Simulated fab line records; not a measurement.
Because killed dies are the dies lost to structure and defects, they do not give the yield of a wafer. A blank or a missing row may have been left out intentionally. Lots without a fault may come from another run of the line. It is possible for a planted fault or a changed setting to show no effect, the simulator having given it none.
fab line records | flow sky130
record: lots: 5 wafers: 15 last-day: 48
route steps=708 shown METAL1@446 VIA1@458 PAD_OPEN@708
lots that met no fault: from a run of the same line without faults
start-h: hours from the record's first day to the start of the lot's first wafer shown | wait-h: hours since the lot's step before | " unchanged from the row above | L1.1+2: one row covering several wafers at once | - no value, or no start given | * or withheld: withheld | < > ~ a bound
route shown NAME@n: NAME is a module with steps in the file, n the number in the route of the first one | usual: mean/standard deviation of fault-free wafers | same: alike in all rows | chamber/n: place in a boat | sites: each site's reading | _std_site: the standard deviation of these | _edge_site: inner sites' mean taken away from outer sites' mean | radius-mm: for every site, how far away it sits from the centre of the wafer | mask NAME#n: copy n | behind: the last tool/chamber to shape the wafer | hold: what put the lot on hold/how long, in hours/how the hold closed | device: whichever transistor did not switch (one of n, p or np) | end of line: tests run on the same wafers once the route is complete | step lacking rows: just its recipe | killed: dies lost to structure and defects at the first sort, not the wafer's yield | map: per-die view of a wafer (x killed, . not killed, _ where there is no die)
set.NAME: the setting the step ran with; set.NAME@STEP: the setting that earlier step ran with | model.NAME: the simulator's own value behind a step, which no gauge read
lots at selected steps of the route; one table per step, one row per wafer
services: from which hour (start-h, from the record's first day; less than 0 if before it) a tool's chamber was out of use, for how many hours, and why
== steps ==
step: SKY_METAL1_EXPOSE_12
recipe: mask-id: MM1 na: 0.8 source-shape: annular sigma-inner: 0.55 sigma-outer: 0.85 target-cd-nm: 140 dose-mj: 28
step: SKY_METAL1_PEB_13
recipe: peb-temp-c: withheld peb-time-s: withheld resist: KrF-thick
step: SKY_METAL1_DEVELOP_14
recipe: develop-time-s: 60 resist: KrF-thick dev-temp-c: 21
step: SKY_METAL1_CD_MEAS_15
recipe: target-cd-nm: 140
usual: cd-nm: 139.6/1.4
columns lot.wafer tool chamber start-h wait-h cd-nm
L142.3 cd-sem-02 - 766.45 - 140.7
L142.4 " - " " 141.8
L142.5 " - " " 142.0
L144.2 cd-sem-02 - 805.13 - 140.0
L144.4 " - " " 139.9
L144.5 " - " " 139.9
L151.2 cd-sem-01 - 840.95 - 139.1
L151.3 " - " " 140.6
L151.5 " - " " 141.1
L152.2 cd-sem-01 - 853.65 - 136.8
L152.3 " - " " 137.0
L152.6 " - " " 137.1
L156.2 cd-sem-02 - 874.63 - 138.0
L156.4 " - " " 138.3
L156.6 " - " " 138.6
step: SKY_METAL1_OVL_MEAS_16
usual: METAL1_OVL: 0/6.3
columns lot.wafer tool chamber start-h wait-h METAL1_OVL[nm]
L142.3 overlay-01 - 766.54 0.1 3
L142.4 " - " " -4
L142.5 " - " " 10
L144.2 overlay-02 - 805.23 0.1 -7
L144.4 " - " " 4
L144.5 " - " " 1
L151.2 overlay-01 - 841.05 0.1 3
L151.3 " - " " -4
L151.5 " - " " 3
L152.2 overlay-01 - 853.75 0.1 4
L152.3 " - " " 2
L152.6 " - " " 9
L156.2 overlay-01 - 874.73 0.1 -4
L156.4 " - " " -5
L156.6 " - " " -9
step: SKY_METAL1_DESCUM_17
recipe: chemistry: O2 source-power-w: 150 bias-power-w: 0 pressure-mtorr: 10 temp-c: 40 time-s: 8
usual: chamber-pressure-mTorr: 10.000/0.0088 drypump-motor-current-A: 5.8/0.54 oes-product-au: 0.998/0.0074 temp-c: 40.01/0.11
columns lot.wafer tool chamber start-h wait-h chamber-pressure-mTorr drypump-motor-current-A oes-product-au rf-hours-counter-h temp-c
L142.3 rie-metal-03 0 766.57 0.0 10.008 6.1 1.011 - 39.99
L142.4 " 1 " " 10.017 6.1 1.007 - 40.16
L142.5 " 1 " " 10.005 6.2 0.995 - 40.03
L144.2 rie-metal-04 1 805.26 0.0 9.988 5.4 0.998 6 39.94
L144.4 " 0 " " 10.000 4.9 0.996 - 40.08
L144.5 " 1 " " 10.007 5.3 1.007 - 40.09
L151.2 rie-metal-03 1 841.08 0.0 10.003 6.2 0.999 12 40.11
L151.3 " 1 " " 9.984 6.2 0.999 - 39.93
L151.5 " 1 " " 9.985 6.2 1.005 - 40.05
L152.2 rie-metal-01 1 853.78 0.0 10.016 6.2 0.983 6 40.02
L152.3 " 1 " " 9.988 6.2 1.001 - 39.91
L152.6 " 0 " " 9.996 6.4 0.993 - 39.94
L156.2 rie-metal-04 0 874.76 0.0 9.999 4.9 1.005 15 40.23
L156.4 " 1 " " 10.001 5.3 0.991 - 40.02
L156.6 " 1 " " 10.010 5.3 1.009 - 39.99
step: SKY_METAL1_ETCH_18
recipe: chemistry: N2/H2 target: BARC ion-energy-ev: 200 bias-w: 100 pressure-mtorr: 30 n2-flow-sccm: 100 h2-flow-sccm: 200 icp-w: 500 stop-on: SiO2 time-s: 45.9 target-depth-a: 600
usual: chamber-pressure-mTorr: 30.002/0.029 drypump-motor-current-A: 5.8/0.53 oes-product-au: 0.855/0.0045 throttle-valve-pct: 13.225/0.0092
columns lot.wafer tool chamber start-h wait-h chamber-pressure-mTorr drypump-motor-current-A oes-product-au rf-hours-counter-h throttle-valve-pct
L142.3 rie-metal-03 0 766.62 0.0 29.990 6.1 0.850 - 13.230
L142.4 " 1 " " 30.012 6.2 0.856 - 13.238
L142.5 " 1 " " 29.983 6.2 0.856 - 13.215
L144.2 rie-metal-04 1 805.29 0.0 29.965 5.3 0.851 6 13.226
L144.4 " 0 " " 30.006 5.0 0.857 - 13.223
L144.5 " 1 " " 29.993 5.4 0.853 - 13.209
L151.2 rie-metal-03 1 841.11 0.0 29.988 6.1 0.856 12 13.223
L151.3 " 1 " " 30.010 6.2 0.861 - 13.215
L151.5 " 1 " " 29.978 6.1 0.856 - 13.226
L152.2 rie-metal-01 1 853.81 0.0 30.027 6.2 0.853 6 13.230
L152.3 " 1 " " 29.984 6.2 0.852 - 13.222
L152.6 " 0 " " 30.017 6.4 0.856 - 13.225
L156.2 rie-metal-04 0 874.79 0.0 29.962 4.9 0.858 15 13.224
L156.4 " 1 " " 29.957 5.3 0.864 - 13.200
L156.6 " 1 " " 29.984 5.3 0.847 - 13.233
step: SKY_METAL1_METAL_ETCH_19
recipe: target-depth-a: 3600 stop-on: SiO2 over-etch-frac: 0.3 time-s: 78 chemistry: Cl2/BCl3 resist-sidewall-deg: 88 pressure-mtorr: 10 icp-w: 900 bias-w: 48.5 Cl2_flow_sccm: 60 bcl3-flow-sccm: 30
usual: chamber-pressure-mTorr: 9.998/0.0084 drypump-motor-current-A: 5.8/0.53 mfc-cl2-sccm: 60.01/0.21 oes-product-au: 0.855/0.0055 throttle-valve-pct: 22.264/0.0091
columns lot.wafer tool chamber start-h wait-h chamber-pressure-mTorr drypump-motor-current-A mfc-cl2-sccm oes-product-au rf-hours-counter-h throttle-valve-pct
L142.3 rie-metal-03 0 766.69 0.1 10.000 6.1 60.01 0.851 - 22.274
L142.4 " 1 " " 9.999 6.1 59.85 0.854 - 22.269
L142.5 " 1 " " 10.004 6.2 59.90 0.858 - 22.259
L144.2 rie-metal-04 1 805.36 0.0 9.993 5.4 60.11 0.853 6 22.254
L144.4 " 0 " " 9.991 4.9 60.03 0.860 - 22.264
L144.5 " 1 " " 10.012 5.3 60.35 0.857 - 22.278
L151.2 rie-metal-03 1 841.18 0.0 10.010 6.2 60.01 0.858 12 22.241
L151.3 " 1 " " 9.994 6.2 59.80 0.852 - 22.256
L151.5 " 1 " " 10.025 6.1 60.00 0.840 - 22.263
L152.2 rie-metal-01 1 853.88 0.0 10.007 6.3 59.78 0.864 6 22.273
L152.3 " 1 " " 9.998 6.2 60.00 0.854 - 22.258
L152.6 " 0 " " 9.986 6.4 59.83 0.851 - 22.273
L156.2 rie-metal-04 0 874.86 0.0 10.009 4.9 60.47 0.860 15 22.250
L156.4 " 1 " " 9.990 5.4 60.20 0.860 - 22.261
L156.6 " 1 " " 9.996 5.4 60.11 0.853 - 22.269
step: SKY_METAL1_STRIP_20
recipe: chemistry: O2/N2 power-w: 1400 pressure-mtorr: 1500 platen-temp-c: withheld o2-flow-sccm: 3000 n2-flow-sccm: 300 overash-fraction: 0.5
usual: chamber-pressure-mTorr: 1499.9/1.5 drypump-motor-current-A: 5.8/0.62 o2-flow-sccm: 3001/8.8 oes-product-au: 0.344/0.0047 strip-time-to-endpoint-s: 2.72/0.033
columns lot.wafer tool chamber start-h wait-h chamber-pressure-mTorr drypump-motor-current-A o2-flow-sccm oes-product-au rf-hours-counter-h strip-time-to-endpoint-s
L142.3 plasma-asher-03 1 766.78 0.1 1499.6 6.5 2992 0.338 - 2.66
L142.4 " 0 " " 1499.9 5.2 3002 0.344 - 2.71
L142.5 " 1 " " 1499.9 6.5 2990 0.348 - 2.68
L144.2 plasma-asher-03 1 805.45 0.1 1500.6 6.6 2980 0.347 66 2.71
L144.4 " 1 " " 1499.1 6.6 2990 0.345 - 2.70
L144.5 " 1 " " 1498.9 6.6 2984 0.342 - 2.69
L151.2 plasma-asher-03 0 841.27 0.1 1500.7 5.2 3000 0.341 70 2.67
L151.3 " 0 " " 1500.6 5.2 3006 0.345 - 2.68
L151.5 " 1 " " 1497.4 6.5 3001 0.344 - 2.67
L152.2 plasma-asher-04 1 853.97 0.1 1501.6 5.2 2995 0.338 105 2.74
L152.3 " 1 " " 1499.8 5.2 2995 0.348 - 2.74
L152.6 " 1 " " 1498.7 5.2 3015 0.345 - 2.73
L156.2 plasma-asher-03 0 874.95 0.1 1501.0 5.2 2998 0.332 74 2.69
L156.4 " 1 " " 1500.1 6.5 3003 0.341 - 2.73
L156.6 " 0 " " 1497.2 5.2 2998 0.348 - 2.73
step: SKY_METAL1_STRIP_21
recipe: chemistry: post-etch-residue-remover time-s: 1200 temp-c: 72.5
step: SKY_METAL1_CLEAN_22
recipe: chemistry: IPA time-s: 180 temp-c: 25
step: SKY_METAL1_CLEAN_23
recipe: chemistry: O3/DIW dry: n2-spin
step: SKY_VIA1_HDPCVD_00
recipe: material: SiO2 target-thk-nm: 1030 sigma-open-frac: 0.3 time-s: 171.7 temp-c: 400 sih4-flow-sccm: 60 pressure-mtorr: 6
usual: run-length-s: 199.5/0.71
columns lot.wafer tool chamber start-h wait-h run-length-s model.SiO2_of_VIA1_HDPCVD_00.thk-nm
L142.3 hdpcvd-02 1 767.37 0.0 199.8 1031
L142.4 " 2 " " 198.6 1024
L142.5 " 0 " " 199.9 1025
L144.2 hdpcvd-01 1 806.10 0.0 198.6 1015
L144.4 " 1 " " 198.8 1005
L144.5 " 0 " " 199.6 1016
L151.2 hdpcvd-01 2 841.92 0.0 200.1 1031
L151.3 " 0 " " 199.3 1033
L151.5 " 0 " " 199.5 1024
L152.2 hdpcvd-01 1 854.62 0.0 198.4 1019
L152.3 " 0 " " 199.7 1022
L152.6 " 0 " " 199.3 1013
L156.2 hdpcvd-01 0 875.54 0.0 199.6 1013
L156.4 " 2 " " 149.9 718.7
L156.6 " 0 " " 148.4 715.5
step: SKY_VIA1_THK_MEAS_01
recipe: reads: SiO2_of_VIA1_HDPCVD_00
usual: VIA1_HDPCVD_THK: 1028/10
columns lot.wafer tool chamber start-h wait-h VIA1_HDPCVD_THK[nm]
L142.3 film-metro-04 - 767.50 0.1 1032
L142.4 " - " " 1025
L142.5 " - " " 1024
L144.2 film-metro-02 - 806.22 0.1 1015
L144.4 " - " " 1005
L144.5 " - " " 1015
L151.2 film-metro-02 - 842.04 0.1 1031
L151.3 " - " " 1032
L151.5 " - " " 1024
L152.2 film-metro-03 - 854.74 0.1 1020
L152.3 " - " " 1022
L152.6 " - " " 1012
L156.2 film-metro-03 - 875.66 0.1 1013
L156.4 " - " " 719
L156.6 " - " " 715
step: SKY_VIA1_CMP_02
recipe: material: SiO2 down-force-psi: 4 platen-rpm: 60 pad-velocity-m-s: 0.94248
usual: edge-zone-pressure-frac: 1.000/0.005 motor-current-A: 11.9/1.1
columns lot.wafer tool chamber start-h wait-h edge-zone-pressure-frac motor-current-A
L142.3 cmp-01 1 767.54 0.0 1.002 13.1
L142.4 " 0 " " 0.996 10.8
L142.5 " 1 " " 1.006 13.0
L144.2 cmp-02 0 806.27 0.0 1.004 12.6
L144.4 " 2 " " 1.005 12.3
L144.5 " 1 " " 1.004 13.5
L151.3 cmp-02 1 842.14 0.1 0.999 14.2
L151.2 " 3 " " 1.001 10.5
L151.5 " 0 " " 0.996 12.5
L152.2 cmp-01 2 854.79 0.0 1.006 11.2
L152.3 " 0 " " 1.000 10.6
L152.6 " 3 " " 1.007 10.3
L156.2 cmp-02 3 875.76 0.1 0.996 11.0
L156.4 " 0 " " 0.990 12.5
L156.6 " 2 " " 1.005 11.4
step: SKY_PAD_OPEN_PROBE_99
usual: defect-limited-yield: 82.7/2.1 killed_at_M0_to_M3: 43/7.2 killed_at_M4_up: 3.3/1.8 killed-at-contacts: 23/5.5 killed-at-front-end: 16/5.1 killed-at-other: 0.4/0.65 killed-dies: 85/10 killed-open: 46/7.1 killed-short: 38/7.2 sort_bin_3_pad_short: 0.9/0.41 sort_bin_5_function: 10.2/1.5 sort_bin_6_memory: 6.2/1.1 sort-n-pass: 407/10 sort-yield-pct: 82.7/2.1
same: gross-dies: 492 killed-at-back-side: 0 sort_bin_4_leakage[%]: 0 sort_bin_8_speed[%]: 0
columns lot.wafer tool chamber start-h wait-h defect-limited-yield[%] killed_at_M0_to_M3 killed_at_M4_up killed-at-contacts killed-at-front-end killed-at-other killed-dies killed-open killed-short sort_bin_3_pad_short[%] sort_bin_5_function[%] sort_bin_6_memory[%] sort-n-pass sort-yield-pct[%]
L142.3 prober-01 - 1076.58 0.2 81.9 45 1 25 17 1 89 47 42 0.8 10.4 6.9 403 81.9
L142.4 prober-01 - 1076.63 0.2 81.3 40 4 20 28 0 92 37 52 0.4 11.2 7.1 400 81.3
L142.5 prober-01 - 1076.68 0.2 83.5 32 3 30 15 1 81 47 33 0.8 9.8 5.9 411 83.5
L156.2 prober-02 - 1157.48 0.1 84.1 31 2 28 17 0 78 45 33 0.6 9.8 5.5 414 84.1
L156.4 prober-02 - 1157.58 0.2 80.7 50 1 36 8 0 95 55 39 0.6 10.6 8.1 397 80.7
L156.6 prober-02 - 1157.68 0.2 84.3 42 5 17 13 0 77 41 35 0.8 10.2 4.7 415 84.3
killed by level:class
L142.3 VIA1:geometric-particle:open=11 FIELD_ISO:geometric-particle:open=7 LI_CONTACT:geometric-particle:open=7 CONTACT:geometric-particle:short=7 METAL1:geometric-particle:short=7 METAL2:geometric-particle:short=7 VIA2:geometric-particle:open=6 VIA3:geometric-particle:open=6
L142.4 POLY_GATE:geometric-particle:short=10 VIA1:geometric-particle:open=9 CONTACT:geometric-particle:open=8 FIELD_ISO:geometric-particle:short=6 METAL2:geometric-particle:short=6 POLY_GATE:geometric-particle:open=5 METAL1:geometric-particle:short=5 METAL3:geometric-particle:short=5
L142.5 LI_CONTACT:geometric-particle:open=17 CONTACT:geometric-particle:open=8 VIA3:geometric-particle:open=6 FIELD_ISO:geometric-particle:short=5 FIELD_ISO:geometric-particle:open=4 METAL1:geometric-particle:short=4 VIA1:geometric-particle:open=4 VIA2:geometric-particle:open=4
L156.2 CONTACT:geometric-particle:open=10 VIA1:geometric-particle:open=10 LI_CONTACT:geometric-particle:open=8 LOCAL_INTERCONNECT:geometric-particle:short=5 FIELD_ISO:geometric-particle:open=4 FIELD_ISO:geometric-particle:short=4 METAL2:geometric-particle:short=4 VIA2:geometric-particle:short=3
L156.4 CONTACT:geometric-particle:open=16 VIA1:geometric-particle:open=11 VIA3:geometric-particle:open=9 CONTACT:geometric-particle:short=8 LI_CONTACT:geometric-particle:open=5 VIA2:geometric-particle:open=5 METAL1:geometric-particle:short=5 METAL2:geometric-particle:short=5
L156.6 METAL2:geometric-particle:short=9 VIA1:geometric-particle:open=9 VIA2:geometric-particle:open=8 LI_CONTACT:geometric-particle:open=6 CONTACT:geometric-particle:open=5 POLY_GATE:geometric-particle:short=4 METAL1:geometric-particle:short=4 POLY_GATE:geometric-particle:open=3
== services ==
columns tool chamber start-h hours kind
cmp-01 - 744.00 4.0 pm
cmp-01 - 748.00 - consumable-replace:conditioner
cmp-01 - 748.00 - consumable-replace:pad
hdpcvd-01 - 751.29 0.6 repair
cmp-01 - 765.48 1.9 repair
rie-metal-03 1 778.97 1.2 repair
plasma-asher-04 - 793.98 1.0 repair
cmp-01 - 799.31 5.4 pm
hdpcvd-02 0 810.66 4.4 repair
hdpcvd-02 - 829.89 6.0 pm
rie-metal-04 - 832.26 0.5 repair
hdpcvd-02 - 841.77 0.6 repair
plasma-asher-04 - 846.12 0.6 repair
hdpcvd-01 - 847.54 1.4 repair
rie-metal-03 0 871.79 5.1 repair
== key ==
first-sign: step: SKY_VIA1_HDPCVD_00 reading: run-length-s direction: down sigmas: 71 usual: * struck: *
effect: step: SKY_VIA1_THK_MEAS_01 reading: VIA1_HDPCVD_THK direction: down sigmas: 31 usual: 1028 struck: 717
model-effect: step: SKY_VIA1_HDPCVD_00 value: SiO2_of_VIA1_HDPCVD_00.thk-nm without: 1023 struck: 717.1
met-at SKY_VIA1_HDPCVD_00
struck-wafers L156.4,L156.6
onset-between 854.62 875.54
fault: kind: process-parameter-drift tool: hdpcvd-01 chamber: - onset-h: 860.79 steps: SKY_VIA1_HDPCVD_00 channel: time-s offset: * shape: step end-h: 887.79 scope: struck-wafers-only acts-in: * stated: *
